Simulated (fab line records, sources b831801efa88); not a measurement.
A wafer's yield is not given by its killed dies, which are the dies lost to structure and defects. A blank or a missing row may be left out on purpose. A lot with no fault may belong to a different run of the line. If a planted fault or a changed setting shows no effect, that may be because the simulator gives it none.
Which of the tools did it? / flow sky130 / 6 lots, 18 wafers sampled, at 2 steps of a route of 708

## WHAT EACH GAUGE READ, for each wafer
SKY_VT_ADJUST_PCH_OVL_MEAS_07.
lot=L151; measured=day 11 07:59; on=overlay-02; VT_ADJUST_PCH_OVL (nm)=- - -
lot=L159; measured=day 13 09:47; on=overlay-02; VT_ADJUST_PCH_OVL (nm)=2.5 3.3 2.2
lot=L161; measured=day 14 14:00; on=overlay-02; VT_ADJUST_PCH_OVL (nm)=0.6 -0.2 1.8
lot=L164; measured=day 15 16:46; on=overlay-02; VT_ADJUST_PCH_OVL (nm)=2.3 2.4 3.2
lot=L166; measured=day 16 12:48; on=overlay-01; VT_ADJUST_PCH_OVL (nm)=-0.5 -1.5 -1.0
lot=L168; measured=day 16 22:05; on=overlay-01; VT_ADJUST_PCH_OVL (nm)=-1.7 -0.6 -1.0

## WHICH TOOL RAN EACH LOT (tool, then ch and the chambers of the sampled wafers, then the start)
lot=L151; SKY_VT_ADJUST_PCH_EXPOSE_04=iline_stepper-02 ch 0, day 10 19:57
lot=L159; SKY_VT_ADJUST_PCH_EXPOSE_04=iline_stepper-02 ch 0, day 12 20:56
lot=L161; SKY_VT_ADJUST_PCH_EXPOSE_04=iline_stepper-01 ch 0, day 14 00:40
lot=L164; SKY_VT_ADJUST_PCH_EXPOSE_04=iline_stepper-02 ch 0, day 15 02:40
lot=L166; SKY_VT_ADJUST_PCH_EXPOSE_04=iline_stepper-01 ch 0, day 15 23:30
lot=L168; SKY_VT_ADJUST_PCH_EXPOSE_04=iline_stepper-02 ch 0, day 16 08:09
- SKY_VT_ADJUST_PCH_EXPOSE_04: exposes mask NWM, target cd 840 nm.

## THE ANSWER, worked out from the rows above alone
Rule: the usual values come from the lots themselves. The widest of any qualifying gaps counts: lots, ordered by their means at a reading, are off when they make up no more than a third of the lots, leave a main group of 4 or more, and stand apart from it by 3 or more times the standard deviation of that group's means. Not used: any main group whose means are identical at the precision the tables above print for the reading. A lot without any number at a reading at which 4 lots or more have one is off too. Any other lot the step has rows for is counted as sound.
Off: at SKY_VT_ADJUST_PCH_OVL_MEAS_07 (VT_ADJUST_PCH_OVL), L151. Without a number there: L151. The main group has a mean of 0.8 nm with a standard deviation of 1.7.
A tool fits if, at a process step before that reading, it ran every lot that is off, and no sound lot after the first of them. Those tools and the gauges at SKY_VT_ADJUST_PCH_OVL_MEAS_07 are tried in the same way. No candidate that was tried fits.

## WHAT WAS PUT IN BY THE SIMULATOR
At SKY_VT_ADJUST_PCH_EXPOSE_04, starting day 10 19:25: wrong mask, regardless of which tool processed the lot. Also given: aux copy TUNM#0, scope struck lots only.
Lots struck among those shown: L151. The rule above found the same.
